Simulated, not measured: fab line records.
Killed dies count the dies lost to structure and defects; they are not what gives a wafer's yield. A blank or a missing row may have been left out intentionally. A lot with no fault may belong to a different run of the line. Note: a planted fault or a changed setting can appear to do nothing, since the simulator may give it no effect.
What tool caused it?	flow sky130	Sampling: 13 lots, 38 wafers, 3 of 708 route steps

WHAT THE GAUGES SHOWED, per wafer
SKY_POLY_GATE_THK_MEAS_01.
lot	measured	on	POLY_GATE_CVD_00_THK (nm)
L485	day 14 22:22	film metro-02	178.3 179.4 178.1
L486	day 15 01:23	film metro-03	181.1 182.5 181.0
L488	day 15 19:05	film metro-02	180.8 179.8 179.3
L489	day 16 07:32	film metro-01	180.4 181.2 180.3
L490	day 16 15:53	film metro-02	181.2 181.8 181.2
L491	day 16 23:56	film metro-01	178.9 179.8 178.0
L492	day 17 16:55	film metro-02	179.5 178.1 179.3
L493	day 18 03:00	film metro-01	178.7 179.0
L500	day 20 16:44	film metro-02	182.1 181.3 180.8
L503	day 21 14:50	film metro-03	183.5 181.9 180.1
L504	day 21 16:35	film metro-01	182.4 180.2 182.2
L505	day 22 02:49	film metro-02	182.1 182.5 182.8
L507	day 22 12:07	film metro-01	180.5 181.3 181.7

SKY_POLY_GATE_THK_MEAS_21.
lot	measured	on	POLY_GATE_OXIDATION_THK (nm)
L485	day 17 19:21	film metro-03	3.96 3.95 4.00
L486	day 17 19:22	film metro-01	3.92 3.96 3.90
L488	day 18 18:17	film metro-01	3.90 3.91 3.94
L489	day 18 23:40	film metro-03	4.11 4.05 4.02
L490	day 19 09:04	film metro-03	3.82 3.98 3.87
L491	day 19 17:20	film metro-03	3.89 3.97 3.97
L492	day 20 12:29	film metro-02	3.94 4.00 3.92
L493	day 20 19:48	film metro-03	3.90 3.98
L500	day 23 09:55	film metro-03	4.08 3.98 3.98
L503	day 24 09:02	film metro-03	3.92 4.08 3.94
L504	day 24 12:05	film metro-03	4.02 3.92 4.04
L505	day 24 20:10	film metro-01	4.09 4.03 4.00
L507	day 25 08:10	film metro-01	4.16 4.08 4.09

SKY_LDD_N_TW_MEAS_17.
lot	measured	on	LDD_N_TW
L485	day 19 03:11	film metro-02	2609 2613 2605
L486	day 19 02:52	film metro-01	2592 2600 2592
L488	day 20 03:01	film metro-04	2646 2642 2642
L489	day 20 07:31	film metro-04	2636 2622 2629
L490	day 20 16:54	film metro-02	2606 2615 2597
L491	day 21 01:56	film metro-04	2628 2620 2624
L492	day 21 20:56	film metro-04	2629 2627 2643
L493	day 22 03:43	film metro-01	2578 2592
L500	day 24 18:59	film metro-04	2629 2634 2620
L503	day 25 17:23	film metro-02	2610 2602 2600
L504	day 25 20:46	film metro-01	2590 2589 2601
L505	day 26 04:01	film metro-04	2616 2623 2631
L507	day 26 15:20	film metro-01	2591 2605 2579

WHAT TOOL EACH LOT RAN ON (gives the tool, then ch and the chambers of the sampled wafers, and finally the start)
The record holds no process step before these readings.

AS READ BY THE TOOLS THEMSELVES (means over the sampled wafers that have a number; for cases with no such wafer, the mark the record gives instead)
The record holds no such reading with a usual standard deviation.

THE ANSWER, worked out from the rows above alone
Rule: the lots themselves supply what counts as usual. The widest of any qualifying gaps counts: lots, ordered by their means at a reading, are off when they make up no more than a third of the lots, leave a main group of 4 or more, and stand apart from it by 3 or more times the standard deviation of that group's means. A main group whose means are all the same, to the digits that the tables above print for the reading, isn't used. Also off: a lot with no number at a reading for which 4 or more lots have one. The other lots that the step has rows for count as sound. First the gauges in route order, then the tools' own readings, where a lot's mean is used as printed above. The first step at which some lot is off is used, and at that step the reading that is off furthest; a lot without a number counts as furthest.
No lot is off at any reading shown: from this, nothing can be told.

WHAT THE SIMULATOR HAD INSERTED
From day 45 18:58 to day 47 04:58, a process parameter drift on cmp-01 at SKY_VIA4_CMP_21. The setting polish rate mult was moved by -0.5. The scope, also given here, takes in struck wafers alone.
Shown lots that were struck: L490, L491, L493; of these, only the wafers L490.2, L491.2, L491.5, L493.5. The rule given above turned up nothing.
